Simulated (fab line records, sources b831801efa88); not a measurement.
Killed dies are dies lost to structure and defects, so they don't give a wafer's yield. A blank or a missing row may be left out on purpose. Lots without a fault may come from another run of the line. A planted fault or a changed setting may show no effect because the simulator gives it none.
Chamber matching | flow sky130 | SKY_VIA4_CMP_21 on cmp-02: 4 sister chambers
The step polishes, stops on SiO2, t overpolish 25 s, target thk 0 nm. 8 wafers are shown with their chamber, then 9 later ones without.

WAFERS WITH THEIR CHAMBER
wafer  | chamber | motor_current_A (A) | time_to_endpoint_s (s)
L564.3 | 0       | 10.7                | 120
L565.6 | 0       | 11.4                | 119
L569.2 | 3       | 11.3                | 126
L569.3 | 1       | 10.5                | 118
L569.4 | 2       | 11.5                | 120
L570.2 | 3       | 12.4                | 125
L570.3 | 1       | 10.3                | 119
L570.4 | 2       | 11.1                | 122

WAFERS WITHOUT THEIR CHAMBER
wafer  | motor_current_A (A) | time_to_endpoint_s (s)
L577.1 | 11.6                | 112
L577.5 | 10.7                | 114
L577.6 | 12.3                | 115
L576.3 | 10.8                | 119
L576.5 | 10.9                | 119
L576.6 | 10.9                | 117
L585.2 | 10.4                | 119
L585.5 | 10.4                | 120
L585.6 | 11.1                | 116

WHICH CHAMBER EACH WENT THROUGH
wafer  | from the rows above          | in truth
L577.1 | can't be placed: 1 or 0      | 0
L577.5 | can't be placed: 1 or 0      | 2
L577.6 | can't be placed: 1 or 0 or 2 | 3
L576.3 | can't be placed: 0 or 1 or 2 | 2
L576.5 | can't be placed: 0 or 1 or 2 | 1
L576.6 | can't be placed: 1 or 0      | 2
L585.2 | can't be placed: 1 or 0      | 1
L585.5 | can't be placed: 0 or 1 or 2 | 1
L585.6 | can't be placed: 1 or 0      | 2
Placed correctly: 0 of 9. Can't be placed from these rows: 9 (the true chamber is among the candidates in 5). Placed wrongly: 0.
How it was worked out, from the rows above alone: a wafer's distance from a chamber is the root of the sum, over the readings, of the square of ((its reading less the chamber's mean) divided by the reading's scatter). The wafer belongs to the nearest chamber; if the next one is less than 2 further off, it can't be placed. A chamber's mean is the mean of its shown wafers. The scatter: the root of (the sum of the squares of (reading less its chamber's mean) over the shown wafers, divided by (wafers less chambers)).
